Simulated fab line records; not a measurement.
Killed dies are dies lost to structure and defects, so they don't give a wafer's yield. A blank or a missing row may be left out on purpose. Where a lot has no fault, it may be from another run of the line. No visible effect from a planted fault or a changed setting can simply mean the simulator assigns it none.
Which tool is to blame? :: flow gf180mcu :: 12 lots with 36 wafers sampled at 3 steps, on a route of 602 steps

WHAT THE GAUGES READ, wafer by wafer
GF_M2_OVL_MEAS_15.
lot: L075
measured: day 19 19:38
on: overlay-02
M2_OVL (nm): 3 -3 -5

lot: L077
measured: day 20 18:13
on: overlay-01
M2_OVL (nm): -8 -9 -10

lot: L079
measured: day 21 22:02
on: overlay-02
M2_OVL (nm): -12 -15 -5

lot: L081
measured: day 22 02:11
on: overlay-02
M2_OVL (nm): 4 4 8

lot: L083
measured: day 22 12:47
on: overlay-01
M2_OVL (nm): -1 -6 2

lot: L085
measured: day 23 06:59
on: overlay-01
M2_OVL (nm): 0 -6 -8

lot: L087
measured: day 23 22:53
on: overlay-02
M2_OVL (nm): 2 3 0

lot: L089
measured: day 24 14:29
on: overlay-01
M2_OVL (nm): 0 1 -3

lot: L091
measured: day 25 04:19
on: overlay-02
M2_OVL (nm): 0 -7 0

lot: L093
measured: day 25 19:38
on: overlay-01
M2_OVL (nm): -11 -14 -2

lot: L095
measured: day 26 11:02
on: overlay-01
M2_OVL (nm): -4 -2 -2

lot: L097
measured: day 27 04:44
on: overlay-02
M2_OVL (nm): 1 -2 3

WHAT TOOL EACH LOT RAN ON (gives the tool, then ch and the chambers of the sampled wafers, and finally the start)
lot: L075
GF_V1_ETCH_16: rieDiel-01 ch 1,2,3, day 18 18:01
GF_V1_SPUTTER_22: pvdSputter-01, day 18 18:44

lot: L077
GF_V1_ETCH_16: rieDiel-01 ch 1,2,3, day 19 16:46
GF_V1_SPUTTER_22: pvdSputter-01, day 19 17:29

lot: L079
GF_V1_ETCH_16: rieDiel-04 ch 1,3, day 20 20:14
GF_V1_SPUTTER_22: pvdSputter-02, day 20 20:58

lot: L081
GF_V1_ETCH_16: rieDiel-02 ch 0,1,2, day 21 01:13
GF_V1_SPUTTER_22: pvdSputter-03, day 21 01:56

lot: L083
GF_V1_ETCH_16: rieDiel-04 ch 0,2,3, day 21 11:43
GF_V1_SPUTTER_22: pvdSputter-02, day 21 12:26

lot: L085
GF_V1_ETCH_16: rieDiel-01 ch 0,1,3, day 22 05:38
GF_V1_SPUTTER_22: pvdSputter-01, day 22 06:26

lot: L087
GF_V1_ETCH_16: rieDiel-02 ch 0,2,3, day 22 22:28
GF_V1_SPUTTER_22: pvdSputter-02, day 22 23:14

lot: L089
GF_V1_ETCH_16: rieDiel-04 ch 0,2,3, day 23 14:31
GF_V1_SPUTTER_22: pvdSputter-01, day 23 15:15

lot: L091
GF_V1_ETCH_16: rieDiel-04 ch 0,1,3, day 24 04:35
GF_V1_SPUTTER_22: pvdSputter-03, day 24 05:25

lot: L093
GF_V1_ETCH_16: rieDiel-01 ch 0,2,3, day 24 21:02
GF_V1_SPUTTER_22: pvdSputter-02, day 24 21:46

lot: L095
GF_V1_ETCH_16: rieDiel-02 ch 0,1,2, day 25 12:32
GF_V1_SPUTTER_22: pvdSputter-01, day 25 13:20

lot: L097
GF_V1_ETCH_16: rieDiel-04 ch 1,2,3, day 26 05:19
GF_V1_SPUTTER_22: pvdSputter-01, day 26 06:03
- GF_V1_ETCH_16: etches BARC in N2/H2.
- GF_V1_SPUTTER_22: material TiN, target thk 10 nm, time 40 s.

THE ANSWER, worked out from the rows above alone
Rule: what is usual is taken from the lots themselves. Put in order of their means at a reading, lots are off if they are a third of the lots or fewer, leave a main group of 4 or more, and stand apart from it by a gap of 3 or more times the standard deviation of the main group's means; of several such gaps the widest counts. The tables above print the reading to a certain number of digits; a main group whose means all agree to those digits is not used. A lot without any number at a reading at which 4 lots or more have one is off too. All remaining lots with rows at the step are treated as sound.
None of the lots is off at any reading shown; this tells nothing.

WHAT THE SIMULATOR HAD PUT IN
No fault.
